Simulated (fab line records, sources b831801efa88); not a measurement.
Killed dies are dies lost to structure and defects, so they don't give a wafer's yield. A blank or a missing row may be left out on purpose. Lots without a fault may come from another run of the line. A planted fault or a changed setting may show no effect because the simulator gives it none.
Which tool did it? | flow gf180mcu | 6 lots, 18 wafers sampled, at 2 steps of a route of 602

WHAT THE GAUGES READ, wafer by wafer
GF_M4_RS_MEAS_05: measures by four-point-probe.
lot  | measured     | on            | M4_ALCU_RS (ohm/sq)
L637 | day 23 02:12 | film_metro-01 | 0.0690 0.0696 0.0683
L640 | day 24 00:37 | film_metro-01 | 0.0689 0.0699 0.0706
L650 | day 27 08:57 | film_metro-01 | 0.0714 0.0696 0.0717
L654 | day 28 12:52 | film_metro-01 | 0.0701 0.0691 0.0691
L656 | day 29 09:44 | film_metro-01 | 0.0704 0.0701 0.0713
L657 | day 29 23:32 | film_metro-02 | 0.0702 0.0695 0.0698

WHICH TOOL RAN EACH LOT (tool, then ch and the chambers of the sampled wafers, then the start)
lot  | GF_V3_STRIP_18
L637 | plasma_asher-04 ch 0,1, day 23 00:43
L640 | plasma_asher-03 ch 0,1, day 23 23:10
L650 | plasma_asher-04 ch 0, day 27 07:28
L654 | plasma_asher-01 ch 0,1, day 28 11:25
L656 | plasma_asher-04 ch 1, day 29 08:08
L657 | plasma_asher-04 ch 0,1, day 29 21:38
- GF_V3_STRIP_18: strips in O2/N2.

THE ANSWER, worked out from the rows above alone
Rule: what is usual is taken from the lots themselves. Put in order of their means at a reading, lots are off if they are a third of the lots or fewer, leave a main group of 4 or more, and stand apart from it by a gap of 3 or more times the standard deviation of the main group's means; of several such gaps the widest counts. A main group whose means are all the same, to the digits that the tables above print for the reading, isn't used. A lot without any number at a reading at which 4 lots or more have one is off too. The other lots that the step has rows for count as sound.
No lot is off at any reading shown: from this, nothing can be told.

WHAT THE SIMULATOR HAD PUT IN
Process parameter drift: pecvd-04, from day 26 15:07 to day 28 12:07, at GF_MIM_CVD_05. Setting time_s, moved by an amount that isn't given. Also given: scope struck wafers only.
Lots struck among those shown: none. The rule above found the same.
